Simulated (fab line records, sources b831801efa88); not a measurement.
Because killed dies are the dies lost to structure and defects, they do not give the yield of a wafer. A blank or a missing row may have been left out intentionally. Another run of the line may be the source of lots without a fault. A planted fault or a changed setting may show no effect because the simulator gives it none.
What tool caused it?	flow sky130	10 lots with 30 wafers sampled at 6 steps, on a route of 708 steps

== WHAT THE GAUGES READ, wafer by wafer ==
SKY_VIA3_RS_MEAS_22: uses a four-point probe to measure. Usual: for VIA3_W_RS the level is 0.296 ohm/sq and the standard deviation is 0.0044.
lot	measured	on	VIA3_W_RS (ohm/sq)	flag
L354	day 40 09:38	film-metro-02	0.295 0.295 0.293	
L358	day 42 03:12	film-metro-02	58.914 60.698 59.337	OFF
L357	day 42 03:17	film-metro-03	58.748 58.620 58.113	OFF
L359	day 42 07:59	film-metro-02	56.947 56.230 58.291	OFF
L363	day 43 09:02	film-metro-03	0.299 0.298 0.299	
L365	day 44 01:16	film-metro-02	0.297 0.300 0.283	
L366	day 44 15:25	film-metro-01	0.285 0.282 0.300	
L368	day 44 18:43	film-metro-01	0.300 0.285 0.285	
L373	day 46 00:17	film-metro-02	0.295 0.297 0.294	
L374	day 46 03:33	film-metro-01	0.296 0.284 0.288	

SKY_VIA3_THK_MEAS_23: measures by xrf. Usual: for VIA3_W_THK the level is 392 nm and the standard deviation is 6.7.
lot	measured	on	VIA3_W_THK (nm)	flag
L354	day 40 09:44	film-metro-02	392 393 395	
L358	day 42 03:19	film-metro-02	- <0 -	OFF
L357	day 42 03:24	film-metro-03	<0 <0 <0	OFF
L359	day 42 08:06	film-metro-02	<0 - -	OFF
L363	day 43 09:09	film-metro-03	383 384 383	
L365	day 44 01:23	film-metro-02	396 394 416	
L366	day 44 15:31	film-metro-01	402 404 384	
L368	day 44 18:49	film-metro-01	381 398 400	
L373	day 46 00:24	film-metro-02	391 390 393	
L374	day 46 03:40	film-metro-01	395 412 407	

== TOOL THAT RAN EACH LOT (tool first, then ch and the chambers of the sampled wafers, then the start) ==
lot	SKY_METAL2_SPUTTER_02	SKY_CAPM_STRIP_14	SKY_METAL3_ETCH_16	SKY_VIA3_CVD_21
L354	pvd-sputter-02, day 34 18:58	plasma-asher-01 ch 0,1, day 38 04:10	rie-metal-01 ch 0,1, day 39 06:32	cvd-w-02 ch 0,1, day 40 09:30
L358	pvd-sputter-02, day 36 14:08	plasma-asher-04 ch 0,1, day 39 23:12	rie-metal-02 ch 0,1, day 41 00:31	cvd-w-02 ch 0,1, day 42 03:04
L357	pvd-sputter-02, day 36 15:00	plasma-asher-03 ch 0,1, day 39 23:28	rie-metal-03 ch 0,1, day 41 00:36	cvd-w-01 ch 0,1, day 42 03:09
L359	pvd-sputter-02, day 36 21:58	plasma-asher-04 ch 0,1, day 40 04:17	rie-metal-01 ch 0,1, day 41 06:03	cvd-w-01 ch 0,1, day 42 07:52
L363	pvd-sputter-04, day 38 02:20	plasma-asher-03 ch 0,1, day 41 07:47	rie-metal-03 ch 0,1, day 42 08:03	cvd-w-02 ch 0,1, day 43 08:55
L365	pvd-sputter-04, day 38 18:16	plasma-asher-04 ch 0, day 41 23:29	rie-metal-02 ch 0,1, day 42 23:09	cvd-w-02 ch 0,1, day 44 01:08
L366	pvd-sputter-04, day 39 11:38	plasma-asher-01 ch 0,1, day 42 15:46	rie-metal-01 ch 0,1, day 43 14:44	cvd-w-02 ch 0,1, day 44 15:18
L368	pvd-sputter-01, day 39 16:40	plasma-asher-03 ch 0,1, day 42 19:04	rie-metal-02 ch 0,1, day 43 17:47	cvd-w-02 ch 0,1, day 44 18:35
L373	pvd-sputter-02, day 41 00:49	plasma-asher-03 ch 0,1, day 44 01:37	rie-metal-03 ch 0,1, day 45 00:42	cvd-w-01 ch 0,1, day 46 00:10
L374	pvd-sputter-04, day 41 02:17	plasma-asher-01 ch 0,1, day 44 05:32	rie-metal-01 ch 0,1, day 45 04:13	cvd-w-02 ch 0,1, day 46 03:26
- SKY_METAL2_SPUTTER_02: material AlCu, target thk 250 nm, time 13.3 s.
- SKY_CAPM_STRIP_14: strips in O2/N2.
- SKY_METAL3_ETCH_16: etches BARC in N2/H2, stops on SiO2, time 88.2 s, target depth 60 nm.
- SKY_VIA3_CVD_21: deposits W, target thk 390 nm, time 117.31 s.

== AS READ BY THE TOOLS THEMSELVES (means over the sampled wafers that have a number; for cases with no such wafer, the mark the record gives instead) ==
SKY_METAL2_SPUTTER_02. Usual: cathode-dc-power-W 10600 W, standard deviation 1.9; throttle-valve-pct 29.6 %, standard deviation 1.4.
lot	tool	cathode-dc-power-W (W)	throttle-valve-pct (%)	flag
L354	pvd-sputter-02	10600	29.9	
L358	pvd-sputter-02	10601	29.9	
L357	pvd-sputter-02	10600	29.4	
L359	pvd-sputter-02	10602	29.5	
L363	pvd-sputter-04	10599	28.7	
L365	pvd-sputter-04	10601	30.1	
L366	pvd-sputter-04	10600	29.9	
L368	pvd-sputter-01	10600	29.9	
L373	pvd-sputter-02	10600	29.2	
L374	pvd-sputter-04	10601	28.8	

SKY_CAPM_STRIP_14. Usual: drypump-motor-current-A 5.7 A, standard deviation 0.45; oes-product-au 0.711 a.u., standard deviation 0.0048; strip-time-to-endpoint-s 12.65 s, standard deviation 0.046.
lot	tool	drypump-motor-current-A (A)	oes-product-au (a.u.)	strip-time-to-endpoint-s (s)	flag
L354	plasma-asher-01	5.4	0.710	12.62	
L358	plasma-asher-04	5.7	0.711	12.64	
L357	plasma-asher-03	5.7	0.711	12.65	
L359	plasma-asher-04	5.7	0.711	12.60	
L363	plasma-asher-03	5.7	0.708	12.61	
L365	plasma-asher-04	5.6	0.708	12.62	
L366	plasma-asher-01	5.3	0.707	12.69	
L368	plasma-asher-03	6.1	0.708	12.67	
L373	plasma-asher-03	5.8	0.709	12.57	
L374	plasma-asher-01	5.4	0.716	12.63	

SKY_METAL3_ETCH_16. Usual: bias-w 99.98 W, standard deviation 0.27; drypump-motor-current-A 6.3 A, standard deviation 0.37; h2-flow-sccm 200.0 sccm, standard deviation 0.64; oes-product-au 0.626 a.u., standard deviation 0.0039; throttle-valve-pct 13.205 %, standard deviation 0.0081.
lot	tool	bias-w (W)	drypump-motor-current-A (A)	h2-flow-sccm (sccm)	oes-product-au (a.u.)	throttle-valve-pct (%)	flag
L354	rie-metal-01	99.94	6.1	200.5	0.624	13.209	
L358	rie-metal-02	99.87	6.4	199.2	0.630	13.208	
L357	rie-metal-03	99.97	6.4	200.3	0.624	13.202	
L359	rie-metal-01	99.72	6.0	200.4	0.626	13.206	
L363	rie-metal-03	100.14	6.4	200.3	0.623	13.202	
L365	rie-metal-02	99.94	6.4	200.6	0.628	13.207	
L366	rie-metal-01	100.10	6.1	199.9	0.626	13.205	
L368	rie-metal-02	99.82	6.4	199.4	0.628	13.204	
L373	rie-metal-03	100.12	6.4	199.6	0.624	13.204	
L374	rie-metal-01	99.85	6.1	200.4	0.630	13.200	

SKY_VIA3_CVD_21. Usual: chamber-pressure-Torr 40.00 Torr, standard deviation 0.082; heater-power-outer-w 553 W, standard deviation 43; heater-power-w 906 W, standard deviation 29.
lot	tool	chamber-pressure-Torr (Torr)	heater-power-outer-w (W)	heater-power-w (W)	flag
L354	cvd-w-02	40.06	526	900	
L358	cvd-w-02	-	-	-	OFF
L357	cvd-w-01	-	-	-	OFF
L359	cvd-w-01	-	-	-	OFF
L363	cvd-w-02	39.91	534	899	
L365	cvd-w-02	40.03	547	890	
L366	cvd-w-02	40.00	537	896	
L368	cvd-w-02	40.02	536	906	
L373	cvd-w-01	40.01	591	936	
L374	cvd-w-02	40.00	537	909	

== THE ANSWER, worked out from the rows above alone ==
Rule: a lot is off if the mean of its wafers that have a number lies more than 3 standard deviations from the usual mean. Also off: a lot with no number at a reading for which 4 or more lots have one. Any other lot the step has rows for is counted as sound. After the gauges, taken in route order, come the tools' own readings; for these a lot's mean is taken, as printed above. At the first step where some lot is off, the reading lying furthest off is the one used; lots without a number count as furthest.
Off: at SKY_VIA3_RS_MEAS_22 (VIA3_W_RS), L358, L357, L359.
A tool fits if, at a process step before that reading, it ran every lot that is off, and no sound lot after the first of them. The gauges at SKY_VIA3_RS_MEAS_22 aren't tried: what is off there is off at SKY_VIA3_CVD_21 too, on other tools, and a gauge's error can't cause that. No candidate that was tried fits.

== WHAT THE SIMULATOR HAD PUT IN ==
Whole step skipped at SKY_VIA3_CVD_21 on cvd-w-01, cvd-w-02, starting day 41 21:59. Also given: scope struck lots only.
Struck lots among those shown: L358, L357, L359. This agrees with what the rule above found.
